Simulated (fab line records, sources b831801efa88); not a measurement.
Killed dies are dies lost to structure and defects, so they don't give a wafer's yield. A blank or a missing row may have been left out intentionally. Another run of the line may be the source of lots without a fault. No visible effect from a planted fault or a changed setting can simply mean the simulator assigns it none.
A lot that was struck, set against a sound lot + flow gf180mcu + 37 out of 602 route steps
Sound: the wafers L931.3, L931.5, L931.6. Struck: wafer L940.6 (L940.4, L940.5, from the same lot, were not struck and are left out); the cause is given at the end.
For every step that has rows: the tool of each side, followed by ch and its chambers, followed by its first start. Under that, the readings that differ: sound wafers + struck wafers + difference of the means + sigmas: that difference in standard deviations of wafers without a fault.
alike: a reading whose means differ by less than 2 such deviations, as well as words and numbers matching on both sides. not compared: withheld readings; readings where some wafer has no value; bounds like >300 that might hide an equal value; numbers whose values overlap and for which the record gives no deviation.
A row with sigmas, a row that says differs or no value, or rows on one side alone: a step with any of these is where the two part. Numbers that have no deviation but don't overlap get no sigmas and don't part them. A reading missing from all wafers of one side parts the sides only when that side holds two or more wafers.

first, 2 steps without rows for these wafers: GF_M2_PEB_12 (peb time 90 s); GF_M2_DEVELOP_13 (develop time 60 s).
GF_M2_CD_MEAS_14 targets a cd of 280 nm.
  sound on cdSem-02, day 23 17:22; struck on cdSem-02, day 26 12:35
  alike: cdNm
GF_M2_OVL_MEAS_15:
  sound on overlay-01, day 23 17:28; struck on overlay-01, day 26 12:40
  alike: M2_OVL
then, 1 step without rows for these wafers: GF_M2_METAL_ETCH_16 (etches the open film in Cl2/BCl3, stops on SiO2, target depth 627.5 nm, time 104.6 s).
GF_M2_STRIP_17: strips in O2/N2.
  sound on plasmaAsher-02 ch 0,1, day 23 17:38; struck on plasmaAsher-02 ch 0, day 26 12:50
  alike: drypumpMotorCurrentA, heaterPowerW, oesProductAu, stripTimeToEndpointS
  not compared: rfHoursCounterH
then, 3 steps without rows for these wafers: GF_M2_STRIP_18 (strips in post etch residue remover, time 1200 s); GF_M2_CLEAN_19 (cleans in DIW); GF_V2_CVD_00 (deposits SiO2, target thk 600 nm, time 100 s).
GF_V2_THK_MEAS_01:
  sound on filmMetro-02, day 23 18:16; struck on filmMetro-02, day 26 13:26
  alike: V2_CVD_00_THK
then, 1 step without rows for these wafers: GF_V2_CVD_02 (deposits SiO2 from TEOS, target thk 850 nm, time 94.851 s).
GF_V2_THK_MEAS_03:
  sound on filmMetro-04, day 23 18:23; struck on filmMetro-01, day 26 13:34
  alike: V2_CVD_02_THK
GF_V2_CMP_04: polishes SiO2.
  sound on cmp-01 ch 1,2, day 23 18:29; struck on cmp-02 ch 1, day 26 13:44
| reading                            | sound             | struck | difference | sigmas |
|------------------------------------|-------------------|--------|------------|--------|
| timeToEndpointS (s)                | 78 82 91          | 107    | +23        | +4     |
| model.SiO2_of_V2_CVD_02.thkNm (nm) | 631.2 631.4 633.1 | 710    | +78        |        |
  alike: motorCurrentA
GF_V2_BOW_MEAS_05:
  sound on filmMetro-02, day 23 18:46; struck on filmMetro-01, day 26 13:57
  alike: V2_BOW
then, 8 steps without rows for these wafers: GF_V2_DEHYDRATE_06 (time 60 s); GF_V2_HMDS_07 (prime time 60 s); GF_V2_COAT_08; GF_V2_COAT_09 (resist thk 1000 nm); GF_V2_SOFTBAKE_10 (time 60 s); GF_V2_EXPOSE_11 (exposes mask Via2, target cd 260 nm); GF_V2_PEB_12 (peb time 90 s); GF_V2_DEVELOP_13 (develop time 60 s).
GF_V2_CD_MEAS_14 targets a cd of 260 nm.
  sound on cdSem-01, day 24 17:07; struck on cdSem-01, day 27 11:04
  alike: cdNm
GF_V2_OVL_MEAS_15:
  sound on overlay-01, day 24 17:12; struck on overlay-01, day 27 11:08
  alike: V2_OVL
then, 1 step without rows for these wafers: GF_V2_ETCH_16 (etches BARC in N2/H2).
GF_V2_ETCH_17: etches SiO2 in C4F8/O2/Ar, stops on TiN, target depth 630 nm.
  sound: rieDiel-04 ch 0,1,3; struck: rieDiel-01 ch 1
| reading                      | sound             | struck | difference | sigmas |
|------------------------------|-------------------|--------|------------|--------|
| oesProductAu (a.u.)          | 0.855 0.854 0.855 | 0.922  | +0.067     | +17    |
| model.etch.depthNm (nm)      | 631.2 631.4 633.1 | 710    | +78        |        |
| model.V2.featureDepthNm (nm) | 631.2 631.4 633.1 | 710    | +78        |        |
GF_V2_STRIP_18: strips in O2/N2.
  sound on plasmaAsher-04 ch 0,1, day 24 17:23; struck on plasmaAsher-02 ch 1, day 27 11:19
  alike: drypumpMotorCurrentA, heaterPowerW, oesProductAu
  not compared: rfHoursCounterH
then, 2 steps without rows for these wafers: GF_V2_STRIP_19 (strips in post etch residue remover, time 1200 s); GF_V2_CLEAN_20 (cleans in DIW).
GF_V2_SPUTTER_21: material Ti, target thk 15 nm, time 80.02 s.
  sound on pvdSputter-03, day 24 17:58; struck on pvdSputter-03, day 27 11:49
  alike: throttleValvePct
GF_V2_SPUTTER_22: material TiN, target thk 10 nm, time 40 s.
  sound on pvdSputter-03, day 24 18:01; struck on pvdSputter-03, day 27 11:53
  alike: throttleValvePct
GF_V2_CVD_23: deposits W, target thk 350 nm, time 104.94 s.
  sound on cvdW-01 ch 0,1, day 24 18:05; struck on cvdW-01 ch 1, day 27 11:57
  alike: heaterPowerW
GF_V2_RS_MEAS_24: measurement is done with a four-point probe.
  sound on filmMetro-04, day 24 18:13; struck on filmMetro-02, day 27 12:05
  alike: V2_W_RS
GF_V2_THK_MEAS_25: measures by xrf.
  sound on filmMetro-04, day 24 18:19; struck on filmMetro-02, day 27 12:11
  alike: V2_W_THK
GF_V2_CMP_26: polishes, stops on SiO2, t overpolish 15 s, target thk 0 nm.
  sound on cmp-01 ch 0,3, day 24 18:24; struck on cmp-02 ch 3, day 27 12:16
| reading                            | sound             | struck | difference | sigmas |
|------------------------------------|-------------------|--------|------------|--------|
| model.SiO2_of_V2_CVD_02.thkNm (nm) | 627.4 627.6 629.3 | 706.2  | +78.1      |        |
  alike: motorCurrentA
then, 1 step without rows for these wafers: GF_M3_SPUTTER_00 (material Ti, target thk 37.5 nm, time 150 s).
GF_PASSIVATION_PROBE_99:
  the record holds rows for the sound wafers here (prober-02, day 32 13:52) but none for the struck ones

== WHERE THEY PART ==
Earliest at GF_V2_CMP_04; latest, in this record, at GF_PASSIVATION_PROBE_99.

WHY: what had been put in by the simulator
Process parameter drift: cmp-02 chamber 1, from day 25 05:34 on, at GF_V2_CMP_04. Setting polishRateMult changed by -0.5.
